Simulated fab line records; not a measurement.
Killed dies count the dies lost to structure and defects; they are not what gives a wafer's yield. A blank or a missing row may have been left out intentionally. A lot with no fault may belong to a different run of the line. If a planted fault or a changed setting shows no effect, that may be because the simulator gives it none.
fab line records	flow sfq_line
[record] lots = 14	wafers = 42	last_day = 88
route steps=325 shown M2@98 I2@104 A5B@209 I7@309
lots that met no fault: taken from a fault-free run of the same line
start_h: hours from the record's first day to the start of the lot's first wafer shown	wait_h: how many hours have passed since the lot's step before this one	" repeats the value in the row above	L1.1+2: a single row standing in for several wafers	- value missing, or start not given	* or withheld: withheld	< > ~ a bound
route shown NAME@n: NAME is a module with steps in the file, n the number in the route of the first one	usual: the fault-free wafers' mean and standard deviation	same: alike in all rows	chamber/n: place in a boat	sites: the reading at each site	_std_site: standard deviation across them	_edge_site: the outer-site mean with the inner-site mean subtracted	radius_mm: for every site, how far away it sits from the centre of the wafer	mask NAME#n: copy n	behind: the last tool/chamber to shape the wafer	hold: why the lot was held/for how many hours/how that ended	device: whichever transistor did not switch (one of n, p or np)	end of line: the same wafers' tests at the end of the route	a step given without rows: its recipe and nothing more	killed: dies lost to structure and defects at the first sort, not the wafer's yield	map: the dies of a wafer, with x for killed, . for not killed, _ for no die there
set.NAME: the setting that was run; set.NAME@STEP: the one run at that earlier step	model.NAME: the simulator's own value behind a step, which no gauge read
a sample of lots followed through the steps of the route, with each step as a table and each wafer as a row
services: from which hour (start_h, from the record's first day; less than 0 if before it) a tool's chamber was out of use, for how many hours, and why
[[steps]]
[step SFQ_M2_OVL_MEAS_916]
[usual] M2_OVL = -1/5.4
lot.wafer	tool	chamber	start_h	wait_h	M2_OVL[nm]
L452.1	overlay-02	-	694.16	0.1	6
L452.4	"	-	"	"	8
L452.5	"	-	"	"	0
L457.2	overlay-01	-	773.49	0.1	-3
L457.3	"	-	"	"	-3
L457.5	"	-	"	"	-2
L459.1	overlay-02	-	792.65	0.1	0
L459.2	"	-	"	"	-6
L459.6	"	-	"	"	-4
L461.3	overlay-02	-	807.10	0.1	-1
L461.4	"	-	"	"	-8
L461.6	"	-	"	"	-7
L464.4	overlay-02	-	820.21	0.1	-8
L464.5	"	-	"	"	-9
L464.6	"	-	"	"	-7
L466.3	overlay-01	-	844.50	0.1	-4
L466.5	"	-	"	"	-6
L466.6	"	-	"	"	-5
L467.1	overlay-02	-	851.56	0.1	-3
L467.2	"	-	"	"	1
L467.4	"	-	"	"	-1
L469.1	overlay-01	-	862.39	0.1	-4
L469.2	"	-	"	"	-7
L469.4	"	-	"	"	-4
L470.2	overlay-01	-	1037.24	0.1	8
L470.3	"	-	"	"	13
L470.6	"	-	"	"	5
L471.3	overlay-01	-	1049.24	0.1	-9
L471.5	"	-	"	"	-4
L471.6	"	-	"	"	3
L472.1	overlay-01	-	1056.43	0.1	-3
L472.2	"	-	"	"	2
L472.5	"	-	"	"	-8
L473.2	overlay-02	-	1067.24	0.1	1
L473.3	"	-	"	"	-2
L473.6	"	-	"	"	2
L474.1	overlay-01	-	1075.63	0.1	0
L474.2	"	-	"	"	7
L474.4	"	-	"	"	10
L475.1	overlay-02	-	1087.73	0.1	4
L475.2	"	-	"	"	5
L475.5	"	-	"	"	8
[step SFQ_TRILAYER_I2_CMP_CMP_064]
[recipe] material = SiO2	down_force_psi = 3	platen_rpm = 60	pad_velocity_m_s = 0.94248
[usual] motor_current_A = 10.1/1	slurry_filter_dp_kPa = 13.50/0.13	time_to_endpoint_s = 218/6.7
lot.wafer	tool	chamber	start_h	wait_h	motor_current_A	slurry_filter_dp_kPa	time_to_endpoint_s
L452.1	cmp-02	1	699.83	4.6	9.8	13.66	208
L452.4	"	2	"	"	10.9	13.38	222
L452.5	"	3	"	"	9.0	13.41	220
L457.3	cmp-01	2	776.76	2.2	9.8	13.29	256
L457.2	"	3	"	"	12.2	13.44	255
L457.5	"	0	"	"	11.1	13.58	219
L459.2	cmp-01	0	793.73	0.0	11.4	13.43	250
L459.1	"	2	794.73	1.0	10.3	13.73	250
L459.6	"	0	795.73	2.0	11.2	13.32	222
L461.3	cmp-02	2	808.76	0.6	10.3	13.44	217
L461.4	"	1	810.26	2.1	10.0	13.66	213
L461.6	"	3	811.26	3.1	9.0	13.42	220
L464.4	cmp-02	2	824.76	3.5	10.3	13.57	229
L464.6	"	0	825.76	4.5	9.9	13.37	230
L464.5	"	1	"	"	10.2	13.42	223
L466.3	cmp-02	1	847.06	1.5	10.3	13.55	223
L466.6	"	2	"	"	10.1	13.40	227
L466.5	"	3	"	"	8.5	13.38	229
L467.4	cmp-01	0	853.42	0.0	11.3	13.58	223
L467.2	"	1	"	"	8.7	13.43	215
L467.1	"	2	"	"	10.0	13.45	221
L469.1	cmp-02	1	864.97	0.8	10.9	13.39	217
L469.4	"	2	"	"	10.9	13.38	231
L469.2	"	3	"	"	9.1	13.57	219
L470.3	cmp-02	0	1038.81	0.5	9.7	13.43	203
L470.2	"	1	"	"	10.0	13.50	210
L470.6	"	0	1040.81	2.5	10.1	13.51	215
L471.3	cmp-01	3	1050.91	0.6	11.5	13.73	207
L471.6	"	3	1052.91	2.6	11.2	13.68	215
L471.5	"	0	"	"	11.2	13.36	210
L472.2	cmp-01	1	1057.52	0.0	8.6	13.46	200
L472.1	"	3	1058.52	1.0	11.4	13.35	204
L472.5	"	1	1059.52	2.0	8.8	13.41	206
L473.3	cmp-01	1	1070.02	1.8	8.4	13.36	210
L473.2	"	3	1071.02	2.8	11.5	13.30	214
L473.6	"	0	"	"	11.6	13.56	225
L474.4	cmp-02	2	1077.21	0.5	9.6	13.61	214
L474.2	"	3	"	"	8.6	13.30	209
L474.1	"	0	"	"	9.5	13.63	212
L475.1	cmp-01	1	1089.41	0.6	8.8	13.60	212
L475.2	"	3	1090.41	1.6	11.7	13.46	216
L475.5	"	0	"	"	10.8	13.31	219
[step SFQ_TRILAYER_I2_METRO_MEASURE_065]
[usual] thk_nm = 199.9/0.86
lot.wafer	tool	chamber	start_h	wait_h	thk_nm
L452.1	film_metro-02	-	701.95	0.1	199.5
L452.4	"	-	"	"	198.7
L452.5	"	-	"	"	199.4
L457.2	film_metro-04	-	779.08	0.3	150.5
L457.3	"	-	"	"	150.9
L457.5	"	-	"	"	199.2
L459.1	film_metro-04	-	796.85	0.1	151.5
L459.2	"	-	"	"	150.1
L459.6	"	-	"	"	199.5
L461.3	film_metro-01	-	812.28	0.5	200.1
L461.4	"	-	"	"	199.4
L461.6	"	-	"	"	199.4
L464.4	film_metro-01	-	827.48	0.6	201.7
L464.5	"	-	"	"	200.0
L464.6	"	-	"	"	201.5
L466.3	film_metro-04	-	849.08	0.5	199.7
L466.5	"	-	"	"	199.8
L466.6	"	-	"	"	201.0
L467.1	film_metro-04	-	856.54	0.1	199.5
L467.2	"	-	"	"	198.0
L467.4	"	-	"	"	199.4
L469.1	film_metro-04	-	868.09	0.1	200.1
L469.2	"	-	"	"	198.5
L469.4	"	-	"	"	201.7
L470.2	film_metro-01	-	1041.63	0.3	199.2
L470.3	"	-	"	"	199.7
L470.6	"	-	"	"	201.7
L471.3	film_metro-04	-	1054.43	0.5	199.0
L471.5	"	-	"	"	198.2
L471.6	"	-	"	"	199.5
L472.1	film_metro-01	-	1060.64	0.1	199.4
L472.2	"	-	"	"	198.6
L472.5	"	-	"	"	199.9
L473.2	film_metro-02	-	1072.84	0.3	200.3
L473.3	"	-	"	"	199.5
L473.6	"	-	"	"	199.6
L474.1	film_metro-04	-	1079.83	0.1	201.5
L474.2	"	-	"	"	201.5
L474.4	"	-	"	"	200.5
L475.1	film_metro-02	-	1092.03	0.1	199.2
L475.2	"	-	"	"	200.4
L475.5	"	-	"	"	198.5
[step SFQ_TRILAYER_I2_VIA_ETCH_VIA_ETCH_070]
[recipe] target = SiO2	stop_on = Nb	mask_material = PR	taper_deg = 20	chemistry = CHF3	target_depth_nm = 260	source_w = 500	bias_w = 80	pressure_mtorr = 30	time_s = withheld
[usual] bias_w = 79.99/0.24	drypump_motor_current_A = 5.7/0.6	oes_product_au = 0.854/0.0046
lot.wafer	tool	chamber	start_h	wait_h	bias_w	drypump_motor_current_A	oes_product_au
L452.1	rie_diel-02	2	850.52	0.0	79.88	5.3	0.851
L452.4	"	3	"	"	80.21	5.7	0.844
L452.5	"	2	"	"	79.85	5.3	0.851
L457.2	rie_diel-04	1	932.35	0.0	80.16	5.3	0.743
L457.3	"	0	"	"	80.11	5.3	0.738
L457.5	"	1	"	"	80.22	5.3	0.853
L459.1	rie_diel-02	1	948.38	0.0	79.89	5.2	0.740
L459.2	"	3	"	"	79.97	5.7	0.740
L459.6	"	2	"	"	79.99	5.3	0.848
L461.3	rie_diel-01	3	960.38	0.0	79.90	6.7	0.861
L461.4	"	0	"	"	80.13	5.3	0.862
L461.6	"	1	"	"	80.03	4.8	0.857
L464.4	rie_diel-01	0	978.38	0.0	79.82	5.3	0.856
L464.5	"	3	"	"	80.20	6.8	0.853
L464.6	"	2	"	"	80.02	6.8	0.856
L466.3	rie_diel-02	1	998.78	0.0	79.91	5.2	0.857
L466.5	"	3	"	"	79.81	5.7	0.856
L466.6	"	2	"	"	80.18	5.4	0.855
L467.1	rie_diel-04	0	1008.51	0.0	80.11	5.3	0.852
L467.2	"	2	"	"	79.91	5.5	0.853
L467.4	"	3	"	"	79.87	6.6	0.852
L469.1	rie_diel-01	1	1015.71	0.0	80.40	4.8	0.857
L469.2	"	2	"	"	80.10	6.7	0.850
L469.4	"	0	"	"	80.08	5.3	0.862
L470.2	rie_diel-04	0	1161.13	0.0	79.76	5.4	0.854
L470.3	"	3	"	"	79.85	6.6	0.856
L470.6	"	3	"	"	79.63	6.6	0.851
L471.3	rie_diel-04	0	1169.58	0.0	79.54	5.3	0.847
L471.5	"	2	"	"	79.82	5.5	0.850
L471.6	"	3	"	"	80.16	6.6	0.847
L472.1	rie_diel-04	3	1174.38	0.0	80.08	6.6	0.853
L472.2	"	2	"	"	80.03	5.5	0.849
L472.5	"	3	"	"	79.88	6.6	0.858
L473.2	rie_diel-02	1	1182.78	0.0	80.18	5.2	0.854
L473.3	"	2	"	"	79.87	5.3	0.855
L473.6	"	3	"	"	79.70	5.7	0.853
L474.1	rie_diel-01	2	1183.98	0.0	80.20	6.7	0.857
L474.2	"	1	"	"	79.77	4.8	0.857
L474.4	"	1	"	"	79.81	4.8	0.856
L475.1	rie_diel-02	0	1188.78	0.0	80.03	5.9	0.855
L475.2	"	1	"	"	79.91	5.2	0.856
L475.5	"	2	"	"	80.05	5.3	0.846
[step SFQ_TRILAYER_A5B_DEP_PECVD_129]
[recipe] material = SiO2	temp_c = 150	time_s = 133.33	pressure_torr = 2.4	rf_w = 183.3	precursor = SiH4/N2O	target_thk_nm = 600
[usual] heater_power_w = 79/13	susceptor_temp_C = 150.00/0.14	throttle_valve_pct = 25.0/1.4
lot.wafer	tool	chamber	start_h	wait_h	heater_power_w	susceptor_temp_C	throttle_valve_pct
L452.1	pecvd-04	0	1405.11	0.0	81	149.94	22.9
L452.4	"	2	"	"	86	150.21	24.4
L452.5	"	0	"	"	69	149.91	22.7
L457.2	pecvd-04	0	1539.38	0.0	79	150.15	23.0
L457.3	"	1	"	"	91	149.85	23.5
L457.5	"	1	"	"	98	149.82	23.5
L459.1	pecvd-03	0	1547.78	0.0	92	150.02	24.4
L459.2	"	2	"	"	64	149.91	27.3
L459.6	"	0	"	"	74	150.09	24.3
L461.3	pecvd-03	0	1554.98	0.0	93	150.06	24.5
L461.4	"	2	"	"	71	149.77	27.1
L461.6	"	0	"	"	79	150.00	24.6
L464.4	pecvd-02	0	1567.03	0.0	86	149.87	25.0
L464.5	"	1	"	"	59	150.11	27.3
L464.6	"	2	"	"	81	150.14	24.3
L466.3	pecvd-02	2	1571.39	0.0	74	150.22	24.3
L466.5	"	0	"	"	80	149.89	24.6
L466.6	"	1	"	"	60	150.12	27.3
L467.1	pecvd-02	2	1583.56	0.0	87	150.06	24.0
L467.2	"	1	"	"	55	149.89	27.3
L467.4	"	0	"	"	73	149.82	24.6
L469.1	pecvd-02	0	1591.12	0.0	85	149.93	24.8
L469.2	"	1	"	"	57	149.86	27.1
L469.4	"	1	"	"	59	150.06	26.9
L470.2	pecvd-03	2	1635.51	0.0	62	149.87	27.2
L470.3	"	1	"	"	80	150.06	25.4
L470.6	"	0	"	"	85	150.01	24.6
L471.3	pecvd-03	2	1654.71	0.0	75	150.09	27.1
L471.5	"	0	"	"	91	149.94	24.3
L471.6	"	2	"	"	74	150.07	27.0
L472.1	pecvd-04	2	1666.72	0.0	84	149.86	24.8
L472.2	"	0	"	"	81	150.29	23.5
L472.5	"	1	"	"	104	149.89	24.2
L473.2	pecvd-04	0	1678.71	0.0	81	149.98	23.5
L473.3	"	1	"	"	105	150.13	24.0
L473.6	"	2	"	"	81	150.10	25.0
L474.1	pecvd-02	2	1680.89	0.0	87	150.27	24.1
L474.2	"	0	"	"	87	149.74	24.7
L474.4	"	2	"	"	72	150.17	24.2
L475.1	pecvd-03	0	1782.39	0.0	87	150.04	24.9
L475.2	"	2	"	"	62	149.94	27.4
L475.5	"	2	"	"	69	150.12	27.1
[step SFQ_TRILAYER_I7_VIA_STRIP_STRIP_191]
[recipe] gas = O2	power_w = 200	platen_temp_c = 40	overash_fraction = 0.65	chemistry = O2	pressure_mtorr = 50
[usual] drypump_motor_current_A = 5.9/0.31	oes_product_au = 1.002/0.0088
lot.wafer	tool	chamber	start_h	wait_h	drypump_motor_current_A	oes_product_au	rf_hours_counter_h
L452.1	rie_metal-03	0	1922.46	-	6.5	0.988	57
L452.4	"	0	"	"	6.5	0.983	-
L452.5	"	0	"	"	6.5	0.997	-
L457.2	rie_metal-04	1	1945.52	-	5.9	1.001	11
L457.3	"	1	"	"	5.9	1.016	-
L457.5	"	1	"	"	5.9	1.010	-
L459.1	rie_metal-01	0	1949.93	-	5.6	1.011	68
L459.2	"	1	"	"	5.6	1.013	16
L459.6	"	0	"	"	5.6	1.012	-
L461.3	rie_metal-01	1	1952.53	-	5.6	0.995	-
L461.4	"	0	"	"	5.6	1.003	-
L461.6	"	0	"	"	5.6	1.007	-
L464.4	rie_metal-03	1	1956.13	-	6.0	1.003	-
L464.5	"	0	"	"	6.5	0.993	-
L464.6	"	1	"	"	6.0	0.999	-
L466.3	rie_metal-01	0	2029.73	-	5.6	1.012	-
L466.5	"	1	"	"	5.6	0.994	-
L466.6	"	0	"	"	5.6	1.006	-
L467.1	rie_metal-04	0	2031.93	-	5.8	0.998	31
L467.2	"	1	"	"	5.9	1.006	25
L467.4	"	0	"	"	5.8	0.994	-
L469.1	rie_metal-04	0	2044.20	-	5.8	0.996	32
L469.2	"	1	"	"	5.9	1.000	27
L469.4	"	0	"	"	5.8	1.007	-
L470.2	rie_metal-03	0	2059.61	-	6.5	1.002	80
L470.3	"	1	"	"	6.0	0.998	-
L470.6	"	0	"	"	6.5	1.001	-
L471.3	rie_metal-01	0	2064.78	-	5.6	1.001	-
L471.5	"	1	"	"	5.6	1.004	-
L471.6	"	0	"	"	5.6	0.998	-
L472.1	rie_metal-04	1	2073.14	-	5.9	1.008	31
L472.2	"	0	"	"	5.8	0.999	36
L472.5	"	0	"	"	5.8	1.002	-
L473.2	rie_metal-01	1	2086.84	-	5.6	1.008	35
L473.3	"	0	"	"	5.6	1.003	-
L473.6	"	0	"	"	5.6	1.009	-
L474.1	rie_metal-03	1	2088.04	-	6.0	0.999	24
L474.2	"	0	"	"	6.4	0.980	83
L474.4	"	0	"	"	6.4	0.979	-
L475.1	rie_metal-01	0	2110.05	-	5.6	1.007	91
L475.2	"	1	"	"	5.6	1.007	39
L475.5	"	1	"	"	5.6	1.005	-
[[services]]
tool	chamber	start_h	hours	kind
cmp-02	-	749.37	4.0	pm
film_metro-04	-	769.15	5.8	repair
film_metro-04	-	780.08	1.7	pm
film_metro-04	-	781.08	1.4	repair
cmp-02	-	787.28	0.3	repair
film_metro-04	-	798.05	0.3	pm
cmp-02	-	868.56	3.3	repair
cmp-02	-	888.24	3.4	pm
cmp-02	-	891.61	11.8	pm
film_metro-04	-	905.82	1.4	pm
film_metro-04	-	907.82	0.5	pm
cmp-02	-	908.17	0.7	repair
cmp-01	-	916.58	4.0	pm
cmp-01	-	935.58	3.8	pm
cmp-01	-	1009.09	1.8	repair
cmp-01	-	1011.97	0.6	repair
cmp-02	-	1021.76	1.0	repair
film_metro-04	-	1023.93	0.4	pm
cmp-02	-	1030.81	1.3	repair
cmp-02	-	1057.21	5.3	repair
cmp-01	-	1084.17	0.6	repair
cmp-02	-	1089.42	4.0	pm
cmp-01	-	1099.01	6.8	pm
cmp-01	-	1116.22	0.7	repair
[[key]]
[first_sign] step = SFQ_TRILAYER_I2_CMP_CMP_064	reading = time_to_endpoint_s	direction = up	sigmas = 5.2	usual = *	struck = *
[effect] step = SFQ_TRILAYER_I2_METRO_MEASURE_065	reading = thk_nm	direction = down	sigmas = 58	usual = 199.9	struck = 150.7
[effect] step = SFQ_TRILAYER_I2_VIA_ETCH_VIA_ETCH_070	reading = oes_product_au	direction = down	sigmas = 25	usual = 0.854	struck = 0.740
met_at SFQ_TRILAYER_I2_CMP_CMP_064
struck_lots L457,L459
struck_wafers L457.2,L457.3,L459.1,L459.2
not_acting_at SFQ_M2_OVL_MEAS_916,SFQ_TRILAYER_A5B_DEP_PECVD_129,SFQ_TRILAYER_I7_VIA_STRIP_STRIP_191
[fault] kind = process_parameter_drift	tool = cmp-01	chamber = -	onset_h = 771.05	steps = SFQ_TRILAYER_I2_CMP_CMP_064	channel = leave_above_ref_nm	offset = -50	shape = step	end_h = 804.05	scope = struck_wafers_only	acts_in = these_recipes_only	stated = 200
